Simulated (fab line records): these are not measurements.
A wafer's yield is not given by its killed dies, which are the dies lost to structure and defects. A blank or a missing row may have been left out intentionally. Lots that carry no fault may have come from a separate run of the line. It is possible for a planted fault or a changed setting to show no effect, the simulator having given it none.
Which tool was responsible?	flow gf180mcu	72 wafers from 24 lots sampled at 2 of the route's 602 steps

== WHAT EACH GAUGE READ, for each wafer ==
GF_V3_THK_MEAS_03.
lot	measured	on	V3_CVD_02_THK (nm)
L074	day 21 05:13	film-metro-03	857 855 850
L075	day 21 14:09	film-metro-03	830 838 850
L076	day 22 03:41	film-metro-01	840 856 849
L077	day 22 11:30	film-metro-03	844 849 862
L078	day 23 00:09	film-metro-04	830 826 843
L079	day 23 06:58	film-metro-03	837 860 871
L080	day 23 16:34	film-metro-03	831 853 852
L081	day 24 04:48	film-metro-03	854 860 848
L082	day 24 05:18	film-metro-01	834 854 852
L083	day 24 22:02	film-metro-04	835 842 854
L084	day 25 05:37	film-metro-04	818 840 837
L085	day 25 07:29	film-metro-01	850 862 852
L086	day 25 14:51	film-metro-03	829 849 842
L087	day 26 00:25	film-metro-03	845 843 862
L088	day 26 08:59	film-metro-03	832 845 848
L089	day 26 14:57	film-metro-01	852 851 855
L090	day 27 05:17	film-metro-01	862 853 850
L091	day 27 06:53	film-metro-01	842 863 869
L092	day 27 11:47	film-metro-01	847 849 853
L093	day 27 21:22	film-metro-03	838 854 856
L094	day 28 04:49	film-metro-01	847 865 853
L095	day 28 14:50	film-metro-03	861 851 860
L096	day 28 18:26	film-metro-01	853 848 861
L097	day 28 19:47	film-metro-04	857 864 859

GF_V3_OVL_MEAS_15.
lot	measured	on	V3_OVL (nm)
L074	day 22 05:23	overlay-01	16 6 20
L075	day 22 14:14	overlay-02	-8 -2 -7
L076	day 23 03:20	overlay-01	8 -4 2
L077	day 23 11:04	overlay-01	2 -1 -7
L078	day 23 22:47	overlay-01	3 13 5
L079	day 24 05:59	overlay-01	2 3 1
L080	day 24 15:08	overlay-01	6 10 10
L081	day 25 02:44	overlay-01	9 8 -1
L082	day 25 03:06	overlay-01	-1 8 1
L083	day 25 22:12	overlay-01	3 2 0
L084	day 26 03:51	overlay-01	3 7 -4
L085	day 26 05:23	overlay-01	5 6 10
L086	day 26 12:17	overlay-01	3 18 4
L087	day 26 21:19	overlay-01	5 3 7
L088	day 27 05:20	overlay-01	-5 -1 2
L089	day 27 11:11	overlay-01	11 6 7
L090	day 28 01:45	overlay-01	5 1 10
L091	day 28 03:32	overlay-01	2 3 1
L092	day 28 08:59	overlay-01	6 6 12
L093	day 28 17:33	overlay-01	9 2 9
L094	day 28 23:58	overlay-01	3 -2 2
L095	day 29 10:11	overlay-01	12 12 6
L096	day 29 13:42	overlay-01	12 7 13
L097	day 29 15:21	overlay-01	10 10 2

== WHAT TOOL EACH LOT RAN ON (gives the tool, then ch and the chambers of the sampled wafers, and finally the start) ==
The record shows no process step preceding these readings.

== WHAT THE TOOLS THEMSELVES READ (means of the sampled wafers that have a number; where no wafer has one, the mark that the record gives instead) ==
The record holds no such reading with a usual standard deviation.

== THE ANSWER, worked out from the rows above alone ==
Rule: the usual values come from the lots themselves. The widest of any qualifying gaps counts: lots, ordered by their means at a reading, are off when they make up no more than a third of the lots, leave a main group of 4 or more, and stand apart from it by 3 or more times the standard deviation of that group's means. Not used: any main group whose means are identical at the precision the tables above print for the reading. A lot without any number at a reading at which 4 lots or more have one is off too. Any other lot the step has rows for is counted as sound. After the gauges, taken in route order, come the tools' own readings; for these a lot's mean is taken, as printed above. The first step at which some lot is off is used, and at that step the reading that is off furthest; a lot without a number counts as furthest.
None of the lots is off at any reading shown; this tells nothing.

== WHAT THE SIMULATOR PUT IN ==
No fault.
